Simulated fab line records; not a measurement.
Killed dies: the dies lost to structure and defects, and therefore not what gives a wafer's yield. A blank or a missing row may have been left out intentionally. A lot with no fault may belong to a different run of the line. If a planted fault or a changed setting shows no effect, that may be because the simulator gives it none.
fab line records + flow gf180mcu
record:
- lots: 15
- wafers: 45
- last-day: 34
route steps=602 shown STI@25 DNWELL@36 MVPSD@88 VT_IMPLANT@100
lots untouched by any fault: they come from a run of this same line in which no faults occurred
start-h: the number of hours between the record's first day and the start of the first shown wafer of the lot + wait-h: hours elapsed since this lot's preceding step + " identical to the entry in the row above + L1.1+2: a row that stands for several wafers + - no value present, or no start provided + * or withheld: withheld + < > ~ a bound
route shown NAME@n: NAME is a module with steps in the file, n the number in the route of the first one + usual: the fault-free wafers' mean and standard deviation + same: alike in all rows + chamber/n: place in a boat + sites: readings site by site + _std_site: their standard deviation + _edge_site: inner sites' mean taken away from outer sites' mean + radius-mm: how far each site lies from the wafer's centre + mask NAME#n: copy n + behind: tool/chamber where the wafer was last shaped + hold: why the lot was held/for how many hours/how that ended + device: the n, p or np transistor that did not switch + end of line: tests of these same wafers at the route's end + step lacking rows: just its recipe + killed: dies lost to structure and defects at the first sort, not the wafer's yield + map: dies across one wafer; x = killed, . = not, _ = none there
set.NAME: the setting the step ran with; set.NAME@STEP: the setting that earlier step ran with + model.NAME: the simulator's own value behind a step, which no gauge read
one table for each step of the route and one row for each wafer, over a sample of lots
services: a tool's chamber out of use, with start hour (start-h, from the record's first day; less than 0 if before it), hours out, and reason
== steps ==
step: GF_STI_THK_MEAS_24
recipe:
- reads: SiO2_of_STI_CVD_23
usual:
- STI_CVD_23_THK: 653/6.7
| lot.wafer | tool          | chamber | start-h | wait-h | STI_CVD_23_THK[nm] |
|-----------|---------------|---------|---------|--------|--------------------|
| L988.4    | film-metro-04 | -       | 33.17   | 0.0    | 666                |
| L988.5    | "             | -       | "       | "      | 660                |
| L988.6    | "             | -       | "       | "      | 657                |
| L989.3    | film-metro-03 | -       | 37.80   | 0.1    | 653                |
| L989.5    | "             | -       | "       | "      | 656                |
| L989.6    | "             | -       | "       | "      | 661                |
| L990.4    | film-metro-02 | -       | 48.57   | 0.0    | 656                |
| L990.5    | "             | -       | "       | "      | 663                |
| L990.6    | "             | -       | "       | "      | 663                |
| L992.2    | film-metro-03 | -       | 56.72   | 0.0    | 650                |
| L992.4    | "             | -       | "       | "      | 661                |
| L992.5    | "             | -       | "       | "      | 655                |
| L994.1    | film-metro-03 | -       | 71.64   | 0.0    | 652                |
| L994.4    | "             | -       | "       | "      | 649                |
| L994.6    | "             | -       | "       | "      | 637                |
| L996.3    | film-metro-03 | -       | 80.69   | 0.1    | 641                |
| L996.4    | "             | -       | "       | "      | 649                |
| L996.5    | "             | -       | "       | "      | 642                |
| L997.2    | film-metro-02 | -       | 87.41   | 0.0    | 644                |
| L997.4    | "             | -       | "       | "      | 643                |
| L997.6    | "             | -       | "       | "      | 655                |
| L998.3    | film-metro-03 | -       | 87.42   | 0.1    | 653                |
| L998.4    | "             | -       | "       | "      | 656                |
| L998.5    | "             | -       | "       | "      | 654                |
| L103.2    | film-metro-03 | -       | 113.68  | 0.0    | 655                |
| L103.4    | "             | -       | "       | "      | 655                |
| L103.6    | "             | -       | "       | "      | 647                |
| L104.1    | film-metro-04 | -       | 114.80  | 0.0    | 654                |
| L104.2    | "             | -       | "       | "      | 651                |
| L104.6    | "             | -       | "       | "      | 652                |
| L105.1    | film-metro-03 | -       | 120.16  | 0.0    | 650                |
| L105.4    | "             | -       | "       | "      | 652                |
| L105.5    | "             | -       | "       | "      | 651                |
| L106.4    | film-metro-03 | -       | 127.11  | 0.0    | 649                |
| L106.5    | "             | -       | "       | "      | 656                |
| L106.6    | "             | -       | "       | "      | 655                |
| L107.2    | film-metro-04 | -       | 130.78  | 0.0    | 649                |
| L107.4    | "             | -       | "       | "      | 656                |
| L107.5    | "             | -       | "       | "      | 647                |
| L108.1    | film-metro-02 | -       | 135.95  | 0.0    | 656                |
| L108.4    | "             | -       | "       | "      | 655                |
| L108.6    | "             | -       | "       | "      | 654                |
| L110.1    | film-metro-02 | -       | 147.50  | 0.0    | 642                |
| L110.2    | "             | -       | "       | "      | 649                |
| L110.5    | "             | -       | "       | "      | 646                |
step: GF_DNWELL_EXPOSE_04
recipe:
- mask-id: DNWELL
- target-cd-nm: 1700
- na: 0.6
- source-shape: conventional
- sigma-outer: 0.6
- dose-mj: 260
usual:
- exposure-dose-mJ-cm2: 260.03/0.26
- focus-offset-nm: 0.0/0.58
- sigma-outer: 0.6/0
| lot.wafer | tool             | chamber | start-h | wait-h | mask     | exposure-dose-mJ-cm2 | focus-offset-nm | sigma-outer |
|-----------|------------------|---------|---------|--------|----------|----------------------|-----------------|-------------|
| L988.4    | iline-stepper-02 | 0       | 41.91   | -      | DNWELL#0 | 260.15               | 0.4             | 0.6         |
| L988.5    | "                | 0       | "       | "      | DNWELL#0 | 259.76               | -0.1            | 0.6         |
| L988.6    | "                | 0       | "       | "      | DNWELL#0 | 259.85               | 0.2             | 0.6         |
| L989.3    | iline-stepper-02 | 0       | 46.39   | -      | DNWELL#0 | 260.21               | -1.0            | 0.6         |
| L989.5    | "                | 0       | "       | "      | DNWELL#0 | 259.86               | 0.6             | 0.6         |
| L989.6    | "                | 0       | "       | "      | DNWELL#0 | 260.05               | 0.2             | 0.6         |
| L990.4    | iline-stepper-01 | 0       | 61.80   | -      | DNWELL#0 | 259.92               | 0.1             | 0.6         |
| L990.5    | "                | 0       | "       | "      | DNWELL#0 | 260.25               | 0.1             | 0.6         |
| L990.6    | "                | 0       | "       | "      | DNWELL#0 | 259.73               | -0.1            | 0.6         |
| L992.2    | iline-stepper-01 | 0       | 69.98   | -      | DNWELL#0 | 260.38               | 0.3             | 0.6         |
| L992.4    | "                | 0       | "       | "      | DNWELL#0 | 260.19               | -0.4            | 0.6         |
| L992.5    | "                | 0       | "       | "      | DNWELL#0 | 260.45               | -0.5            | 0.6         |
| L994.1    | iline-stepper-01 | 0       | 84.55   | -      | DNWELL#0 | 259.88               | -0.2            | 0.6         |
| L994.4    | "                | 0       | "       | "      | DNWELL#0 | 260.05               | -0.4            | 0.6         |
| L994.6    | "                | 0       | "       | "      | DNWELL#0 | 260.28               | 0.0             | 0.6         |
| L996.3    | iline-stepper-01 | -       | 92.30   | -      | DNWELL#0 | -                    | -               | -           |
| L996.4    | "                | -       | "       | "      | DNWELL#0 | -                    | -               | -           |
| L996.5    | "                | -       | "       | "      | DNWELL#0 | -                    | -               | -           |
| L997.2    | iline-stepper-02 | -       | 97.15   | -      | DNWELL#0 | -                    | -               | -           |
| L997.4    | "                | -       | "       | "      | DNWELL#0 | -                    | -               | -           |
| L997.6    | "                | -       | "       | "      | DNWELL#0 | -                    | -               | -           |
| L998.3    | iline-stepper-01 | -       | 98.87   | -      | DNWELL#0 | -                    | -               | -           |
| L998.4    | "                | -       | "       | "      | DNWELL#0 | -                    | -               | -           |
| L998.5    | "                | -       | "       | "      | DNWELL#0 | -                    | -               | -           |
| L103.2    | iline-stepper-01 | 0       | 123.48  | -      | DNWELL#0 | 259.89               | 1.2             | 0.6         |
| L103.4    | "                | 0       | "       | "      | DNWELL#0 | 260.15               | 0.4             | 0.6         |
| L103.6    | "                | 0       | "       | "      | DNWELL#0 | 259.58               | 0.1             | 0.6         |
| L104.1    | iline-stepper-01 | 0       | 125.76  | -      | DNWELL#0 | 260.12               | 0.3             | 0.6         |
| L104.2    | "                | 0       | "       | "      | DNWELL#0 | 259.96               | 0.6             | 0.6         |
| L104.6    | "                | 0       | "       | "      | DNWELL#0 | 259.76               | 0.4             | 0.6         |
| L105.1    | iline-stepper-01 | 0       | 131.65  | -      | DNWELL#0 | 260.05               | -0.2            | 0.6         |
| L105.4    | "                | 0       | "       | "      | DNWELL#0 | 260.26               | -0.2            | 0.6         |
| L105.5    | "                | 0       | "       | "      | DNWELL#0 | 259.83               | -0.8            | 0.6         |
| L106.4    | iline-stepper-01 | 0       | 137.27  | -      | DNWELL#0 | 260.18               | -0.7            | 0.6         |
| L106.5    | "                | 0       | "       | "      | DNWELL#0 | 260.12               | -0.3            | 0.6         |
| L106.6    | "                | 0       | "       | "      | DNWELL#0 | 260.60               | -1.4            | 0.6         |
| L107.2    | iline-stepper-02 | 0       | 141.40  | -      | DNWELL#0 | 259.64               | -0.3            | 0.6         |
| L107.4    | "                | 0       | "       | "      | DNWELL#0 | 259.90               | 0.4             | 0.6         |
| L107.5    | "                | 0       | "       | "      | DNWELL#0 | 259.54               | -0.3            | 0.6         |
| L108.1    | iline-stepper-01 | 0       | 146.18  | -      | DNWELL#0 | 259.85               | -0.5            | 0.6         |
| L108.4    | "                | 0       | "       | "      | DNWELL#0 | 259.99               | 0.1             | 0.6         |
| L108.6    | "                | 0       | "       | "      | DNWELL#0 | 259.94               | 0.5             | 0.6         |
| L110.1    | iline-stepper-02 | 0       | 157.81  | -      | DNWELL#0 | 259.81               | 0.4             | 0.6         |
| L110.2    | "                | 0       | "       | "      | DNWELL#0 | 259.77               | -0.2            | 0.6         |
| L110.5    | "                | 0       | "       | "      | DNWELL#0 | 259.57               | -0.4            | 0.6         |
step: GF_DNWELL_TW_MEAS_09
usual:
- DNWELL_TW: 1336/14
| lot.wafer | tool          | chamber | start-h | wait-h | DNWELL_TW |
|-----------|---------------|---------|---------|--------|-----------|
| L988.4    | film-metro-02 | -       | 47.63   | 0.1    | 1331      |
| L988.5    | "             | -       | "       | "      | 1335      |
| L988.6    | "             | -       | "       | "      | 1340      |
| L989.3    | film-metro-02 | -       | 52.33   | 0.1    | 1334      |
| L989.5    | "             | -       | "       | "      | 1341      |
| L989.6    | "             | -       | "       | "      | 1341      |
| L990.4    | film-metro-02 | -       | 68.08   | 0.1    | 1335      |
| L990.5    | "             | -       | "       | "      | 1329      |
| L990.6    | "             | -       | "       | "      | 1341      |
| L992.2    | film-metro-02 | -       | 76.32   | 0.1    | 1348      |
| L992.4    | "             | -       | "       | "      | 1341      |
| L992.5    | "             | -       | "       | "      | 1343      |
| L994.1    | film-metro-02 | -       | 90.91   | 0.1    | 1336      |
| L994.4    | "             | -       | "       | "      | 1338      |
| L994.6    | "             | -       | "       | "      | 1345      |
| L996.3    | film-metro-03 | -       | 99.68   | 0.1    | 31        |
| L996.4    | "             | -       | "       | "      | 31        |
| L996.5    | "             | -       | "       | "      | 31        |
| L997.2    | film-metro-01 | -       | 104.37  | 0.1    | 30        |
| L997.4    | "             | -       | "       | "      | 30        |
| L997.6    | "             | -       | "       | "      | 30        |
| L998.3    | film-metro-01 | -       | 105.93  | 0.1    | 30        |
| L998.4    | "             | -       | "       | "      | 30        |
| L998.5    | "             | -       | "       | "      | 30        |
| L103.2    | film-metro-03 | -       | 131.26  | 0.1    | 1360      |
| L103.4    | "             | -       | "       | "      | 1356      |
| L103.6    | "             | -       | "       | "      | 1353      |
| L104.1    | film-metro-02 | -       | 133.16  | 0.1    | 1355      |
| L104.2    | "             | -       | "       | "      | 1348      |
| L104.6    | "             | -       | "       | "      | 1356      |
| L105.1    | film-metro-03 | -       | 139.36  | 0.1    | 1347      |
| L105.4    | "             | -       | "       | "      | 1346      |
| L105.5    | "             | -       | "       | "      | 1351      |
| L106.4    | film-metro-02 | -       | 145.04  | 0.1    | 1341      |
| L106.5    | "             | -       | "       | "      | 1339      |
| L106.6    | "             | -       | "       | "      | 1341      |
| L107.2    | film-metro-01 | -       | 149.41  | 0.1    | 1307      |
| L107.4    | "             | -       | "       | "      | 1315      |
| L107.5    | "             | -       | "       | "      | 1317      |
| L108.1    | film-metro-01 | -       | 154.16  | 0.1    | 1318      |
| L108.4    | "             | -       | "       | "      | 1321      |
| L108.6    | "             | -       | "       | "      | 1316      |
| L110.1    | film-metro-02 | -       | 165.96  | 0.1    | 1328      |
| L110.2    | "             | -       | "       | "      | 1333      |
| L110.5    | "             | -       | "       | "      | 1331      |
step: GF_MVPSD_STRIP_10
recipe:
- chemistry: O2/N2
- power-w: 1400
- pressure-mtorr: 1500
- platen-temp-c: 250
- o2-flow-sccm: 3000
- n2-flow-sccm: 300
- overash-fraction: 0.5
usual:
- drypump-motor-current-A: 5.6/0.33
- heater-power-w: 324/22
- oes-product-au: 0.722/0.0046
- strip-time-to-endpoint-s: 37.01/0.097
| lot.wafer | tool            | chamber | start-h | wait-h | drypump-motor-current-A | heater-power-w | oes-product-au | rf-hours-counter-h | strip-time-to-endpoint-s |
|-----------|-----------------|---------|---------|--------|-------------------------|----------------|----------------|--------------------|--------------------------|
| L988.4    | plasma-asher-04 | 1       | 99.75   | 0.1    | 5.2                     | 305            | 0.727          | -                  | 36.80                    |
| L988.5    | "               | 1       | "       | "      | 5.2                     | 296            | 0.725          | -                  | 36.95                    |
| L988.6    | "               | 0       | "       | "      | 5.2                     | 306            | 0.719          | -                  | 36.90                    |
| L989.3    | plasma-asher-01 | 0       | 104.57  | 0.1    | 5.6                     | 293            | 0.716          | -                  | 37.11                    |
| L989.5    | "               | 0       | "       | "      | 5.6                     | 301            | 0.719          | -                  | 37.08                    |
| L989.6    | "               | 1       | "       | "      | 6.1                     | 360            | 0.720          | -                  | 37.12                    |
| L990.4    | plasma-asher-03 | 1       | 123.08  | 0.1    | 5.9                     | 325            | 0.729          | -                  | 37.12                    |
| L990.5    | "               | 1       | "       | "      | 5.8                     | 324            | 0.726          | -                  | 37.20                    |
| L990.6    | "               | 0       | "       | "      | 5.9                     | 355            | 0.713          | -                  | 37.10                    |
| L992.2    | plasma-asher-04 | 0       | 132.89  | 0.1    | 5.2                     | 313            | 0.723          | 43                 | 36.83                    |
| L992.4    | "               | 1       | "       | "      | 5.2                     | 300            | 0.724          | -                  | 36.89                    |
| L992.5    | "               | 1       | "       | "      | 5.2                     | 308            | 0.729          | -                  | 36.81                    |
| L994.1    | plasma-asher-04 | 1       | 151.39  | 0.1    | 5.2                     | 299            | 0.729          | 46                 | 37.09                    |
| L994.4    | "               | 1       | "       | "      | 5.2                     | 307            | 0.731          | -                  | 37.05                    |
| L994.6    | "               | 1       | "       | "      | 5.2                     | 300            | 0.714          | -                  | 36.96                    |
| L996.3    | plasma-asher-04 | 1       | 161.98  | 0.1    | 5.2                     | 309            | 0.724          | -                  | 37.18                    |
| L996.4    | "               | 0       | "       | "      | 5.2                     | 313            | 0.729          | -                  | 37.05                    |
| L996.5    | "               | 1       | "       | "      | 5.3                     | 305            | 0.718          | -                  | 37.18                    |
| L997.2    | plasma-asher-04 | 0       | 166.25  | 0.1    | 5.2                     | 301            | 0.726          | 48                 | 37.00                    |
| L997.4    | "               | 1       | "       | "      | 5.2                     | 305            | 0.725          | -                  | 37.02                    |
| L997.6    | "               | 1       | "       | "      | 5.2                     | 309            | 0.726          | -                  | 37.05                    |
| L998.3    | plasma-asher-04 | 1       | 168.53  | 0.1    | 5.3                     | 298            | 0.720          | -                  | 36.80                    |
| L998.4    | "               | 0       | "       | "      | 5.2                     | 311            | 0.714          | -                  | 37.00                    |
| L998.5    | "               | 0       | "       | "      | 5.2                     | 302            | 0.720          | -                  | 37.07                    |
| L103.2    | plasma-asher-01 | 1       | 196.59  | 0.1    | 6.1                     | 369            | 0.720          | 36                 | 36.99                    |
| L103.4    | "               | 0       | "       | "      | 5.6                     | 293            | 0.720          | -                  | 36.91                    |
| L103.6    | "               | 0       | "       | "      | 5.6                     | 305            | 0.722          | -                  | 37.00                    |
| L104.1    | plasma-asher-01 | 0       | 198.24  | 0.1    | 5.6                     | 295            | 0.714          | 36                 | 37.15                    |
| L104.2    | "               | 1       | "       | "      | 6.1                     | 367            | 0.722          | 36                 | 37.03                    |
| L104.6    | "               | 1       | "       | "      | 6.1                     | 371            | 0.725          | -                  | 37.08                    |
| L105.1    | plasma-asher-03 | 1       | 205.40  | 0.1    | 5.8                     | 324            | 0.720          | 11                 | 36.98                    |
| L105.4    | "               | 0       | "       | "      | 5.9                     | 357            | 0.718          | -                  | 36.92                    |
| L105.5    | "               | 1       | "       | "      | 5.8                     | 326            | 0.725          | -                  | 36.97                    |
| L106.4    | plasma-asher-03 | 1       | 211.53  | 0.1    | 5.8                     | 329            | 0.721          | -                  | 37.13                    |
| L106.5    | "               | 1       | "       | "      | 5.8                     | 321            | 0.720          | -                  | 37.27                    |
| L106.6    | "               | 0       | "       | "      | 5.9                     | 358            | 0.716          | -                  | 37.13                    |
| L107.2    | plasma-asher-03 | 1       | 215.04  | 0.1    | 5.8                     | 325            | 0.726          | 12                 | 37.02                    |
| L107.4    | "               | 1       | "       | "      | 5.8                     | 320            | 0.721          | -                  | 36.98                    |
| L107.5    | "               | 1       | "       | "      | 5.8                     | 322            | 0.721          | -                  | 37.00                    |
| L108.1    | plasma-asher-03 | 1       | 221.94  | 0.1    | 5.8                     | 326            | 0.717          | 13                 | 36.94                    |
| L108.4    | "               | 1       | "       | "      | 5.8                     | 322            | 0.720          | -                  | 37.03                    |
| L108.6    | "               | 1       | "       | "      | 5.8                     | 315            | 0.732          | -                  | 37.03                    |
| L110.1    | plasma-asher-03 | 0       | 234.04  | 0.1    | 5.9                     | 347            | 0.723          | 14                 | 37.03                    |
| L110.2    | "               | 1       | "       | "      | 5.8                     | 326            | 0.727          | 14                 | 36.98                    |
| L110.5    | "               | 1       | "       | "      | 5.8                     | 320            | 0.718          | -                  | 37.11                    |
step: GF_VT_IMPLANT_TW_MEAS_10
usual:
- VT_IMPLANT_TW: 557/6.4
| lot.wafer | tool          | chamber | start-h | wait-h | VT_IMPLANT_TW |
|-----------|---------------|---------|---------|--------|---------------|
| L988.4    | film-metro-04 | -       | 114.62  | 0.1    | 563           |
| L988.5    | "             | -       | "       | "      | 561           |
| L988.6    | "             | -       | "       | "      | 560           |
| L989.3    | film-metro-01 | -       | 119.87  | 0.1    | 550           |
| L989.5    | "             | -       | "       | "      | 551           |
| L989.6    | "             | -       | "       | "      | 552           |
| L990.4    | film-metro-04 | -       | 138.54  | 0.1    | 563           |
| L990.5    | "             | -       | "       | "      | 563           |
| L990.6    | "             | -       | "       | "      | 565           |
| L992.2    | film-metro-04 | -       | 148.75  | 0.1    | 562           |
| L992.4    | "             | -       | "       | "      | 566           |
| L992.5    | "             | -       | "       | "      | 562           |
| L994.1    | film-metro-04 | -       | 166.99  | 0.1    | 564           |
| L994.4    | "             | -       | "       | "      | 563           |
| L994.6    | "             | -       | "       | "      | 564           |
| L996.3    | film-metro-04 | -       | 178.42  | 0.1    | 565           |
| L996.4    | "             | -       | "       | "      | 567           |
| L996.5    | "             | -       | "       | "      | 568           |
| L997.2    | film-metro-01 | -       | 182.45  | 0.1    | 556           |
| L997.4    | "             | -       | "       | "      | 551           |
| L997.6    | "             | -       | "       | "      | 553           |
| L998.3    | film-metro-02 | -       | 185.26  | 0.1    | 566           |
| L998.4    | "             | -       | "       | "      | 563           |
| L998.5    | "             | -       | "       | "      | 563           |
| L103.2    | film-metro-02 | -       | 214.62  | 0.1    | 555           |
| L103.4    | "             | -       | "       | "      | 555           |
| L103.6    | "             | -       | "       | "      | 556           |
| L104.1    | film-metro-01 | -       | 215.51  | 0.1    | 550           |
| L104.2    | "             | -       | "       | "      | 549           |
| L104.6    | "             | -       | "       | "      | 551           |
| L105.1    | film-metro-01 | -       | 223.26  | 0.1    | 548           |
| L105.4    | "             | -       | "       | "      | 550           |
| L105.5    | "             | -       | "       | "      | 551           |
| L106.4    | film-metro-02 | -       | 228.82  | 0.1    | 564           |
| L106.5    | "             | -       | "       | "      | 562           |
| L106.6    | "             | -       | "       | "      | 561           |
| L107.2    | film-metro-01 | -       | 233.22  | 0.1    | 550           |
| L107.4    | "             | -       | "       | "      | 551           |
| L107.5    | "             | -       | "       | "      | 551           |
| L108.1    | film-metro-01 | -       | 240.20  | 0.1    | 555           |
| L108.4    | "             | -       | "       | "      | 553           |
| L108.6    | "             | -       | "       | "      | 551           |
| L110.1    | film-metro-01 | -       | 252.89  | 0.1    | 551           |
| L110.2    | "             | -       | "       | "      | 549           |
| L110.5    | "             | -       | "       | "      | 550           |
== services ==
| tool             | chamber | start-h | hours | kind       |
|------------------|---------|---------|-------|------------|
| iline-stepper-02 | -       | 24.05   | 1.7   | pm         |
| plasma-asher-01  | -       | 37.97   | 2.3   | repair     |
| plasma-asher-01  | -       | 40.35   | 9.8   | repair     |
| plasma-asher-03  | -       | 46.59   | 4.1   | repair     |
| plasma-asher-04  | -       | 61.05   | 2.8   | pm         |
| plasma-asher-04  | -       | 85.24   | 10.1  | repair     |
| plasma-asher-01  | -       | 96.24   | 3.6   | repair     |
| plasma-asher-03  | -       | 108.75  | 9.0   | pm         |
| plasma-asher-03  | 0       | 108.75  | 9.0   | vent-cycle |
| plasma-asher-03  | 1       | 108.75  | 9.0   | vent-cycle |
| plasma-asher-03  | 0       | 117.75  | -     | clean      |
| plasma-asher-03  | 1       | 117.75  | -     | clean      |
| plasma-asher-01  | -       | 121.85  | 53.3  | repair     |
| plasma-asher-03  | -       | 129.35  | 1.6   | repair     |
| iline-stepper-01 | -       | 139.37  | 0.8   | repair     |
| iline-stepper-01 | -       | 149.28  | 1.7   | pm         |
== key ==
first-sign:
- step: GF_DNWELL_EXPOSE_04
- reading: tool-record
- direction: missing
effect:
- step: GF_DNWELL_TW_MEAS_09
- reading: DNWELL_TW
- direction: down
- sigmas: 92
- usual: 1336
- struck: 30
met-at GF_DNWELL_EXPOSE_04
struck-lots L996,L997,L998
sort-left-out L996.3,L996.4,L996.5,L997.2,L997.4,L997.6,L998.3,L998.4,L998.5
tester-left-out L996,L997,L998
not-acting-at GF_STI_THK_MEAS_24,GF_MVPSD_STRIP_10,GF_VT_IMPLANT_TW_MEAS_10
onset-between 84.55 92.30
fault:
- kind: skipped-step-whole
- tool: iline-stepper-01,iline-stepper-02
- chamber: -
- onset-h: 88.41
- steps: GF_DNWELL_EXPOSE_04
- scope: struck-lots-only
tester-left-out: of these lots the tester's yield and bins aren't shown, on N5 and GAA mostly nor the transistor test; their killed dies are dies lost to structure and defects alone, not to doping, threshold or leakage, so they don't give the yield
sort-left-out: the simulated sort isn't trusted on such a fault, so these wafers' sort isn't shown, and their yield isn't known
